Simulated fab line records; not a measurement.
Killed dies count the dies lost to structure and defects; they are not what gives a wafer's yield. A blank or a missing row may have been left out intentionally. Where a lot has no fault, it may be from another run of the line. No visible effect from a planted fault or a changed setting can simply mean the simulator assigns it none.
Problem report in the 8D (eight disciplines) form, filled by code :: flow gf180mcu :: the parts of the form that need people (team, actions taken, sign-off) are left out

## 1. WHAT WENT WRONG
Wafers free of any fault read 1444 (standard deviation 15) for HV_LDD_3_TW at GF_HV_LDD_TW_MEAS_38, against a mean of 1535 on 6 wafers of 2 lots. That puts it +6.1 standard deviations away from the usual mean.
Seen first at day 14 14:43 on filmMetro-02, wafer L123.2. The record holds 39 wafers of 13 lots with a number at this step. The rule behind "out" and "out of limits": a value lying over 4 standard deviations away from the usual mean. Any other wafer with a number is counted as sound.

## 2. WHAT IT IS AND WHAT IT IS NOT
question: which readings at this step
is: HV_LDD_3_TW
is not: -

question: which lots
is: L123, L126
is not: L114, L115, L116, L118, L119, L120, L131, L134, L135, L136, L137

question: which wafers of those lots
is: all that have a number
is not: -

question: read on which gauges
is: filmMetro-02, filmMetro-04
is not: filmMetro-03

question: when
is: from day 14 14:43
is not: up to then (18 sound wafers); but 15 sound wafers of L131, L134, L135, L136, L137 came after

## 3. WHAT RULES OUT EACH SUSPECT
Counting: a tool at a process step up to the reading stays a suspect if it ran every lot that is out and no sound lot after the first of them.
- ruled out: the gauge at GF_HV_LDD_TW_MEAS_38. 2 gauges (filmMetro-02, filmMetro-04) read the wafers that are out.
- implanter-03 at GF_HV_LDD_IMPLANT_33: kept. Every lot that is out went through it, starting with L123 (day 14 14:02), and after that it ran no sound lot; the last sound lot it ran before then is L120 (day 13 14:13). On those wafers its own readings are out: doseIonsCm2, faradayCurrentUA.
The count leaves implanter-03 at GF_HV_LDD_IMPLANT_33.

## 4. THE CAUSE (what the simulator had put in)
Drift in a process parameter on implanter-03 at GF_HV_LDD_IMPLANT_33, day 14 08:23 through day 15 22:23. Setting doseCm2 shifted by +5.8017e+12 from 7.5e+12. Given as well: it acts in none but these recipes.
This tool alone remained once counting was done.

## 5. SEQUENCE OF EFFECTS, ordered by route
Rows list readings where the struck wafers' mean (over those with a number) sits beyond 3 standard deviations from the usual. Only readings whose record carries a usual standard deviation are examined. hours: median over the lots of the time between each lot's start at the first step of this table that gives one and its start at this step. sigmas: the change, counted in usual standard deviations.
hours: 0
step: GF_HV_LDD_IMPLANT_33
reading: doseIonsCm2
usual: 7.501e+12
on struck wafers: 1.331e+13
change: +5.805e+12
sigmas: +99 or more

hours: 0
step: GF_HV_LDD_IMPLANT_33
reading: faradayCurrentUA
usual: 42.4
on struck wafers: 75.6
change: +33.2
sigmas: +36

hours: 1
step: GF_HV_LDD_TW_MEAS_38
reading: HV_LDD_3_TW
usual: 1444
on struck wafers: 1535
change: +91
sigmas: +6.1

hours: 22
step: GF_HV_LDD_RS_MEAS_53
reading: HV_LDD_RS
usual: 418.2 ohm/sq
on struck wafers: 404.6
change: -13.6
sigmas: -14
Here are the process steps it includes:
- GF_HV_LDD_IMPLANT_33

## 6. WHAT WOULD HAVE CAUGHT IT SOONER
Counted from the fault's start at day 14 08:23, it took 6 hours until the first out-of-limits reading at a measuring or inspecting step in this record, taken at day 14 14:43.
Tool's own readings at GF_HV_LDD_IMPLANT_33, doseIonsCm2, faradayCurrentUA: out on all struck wafers the step has rows for; an alarm limit on them would have tripped on the first.
Among the 2 lots that are out, L126 began GF_HV_LDD_IMPLANT_33 on implanter-03 after day 14 14:43. It would have been spared by a hold on the tool at that moment.
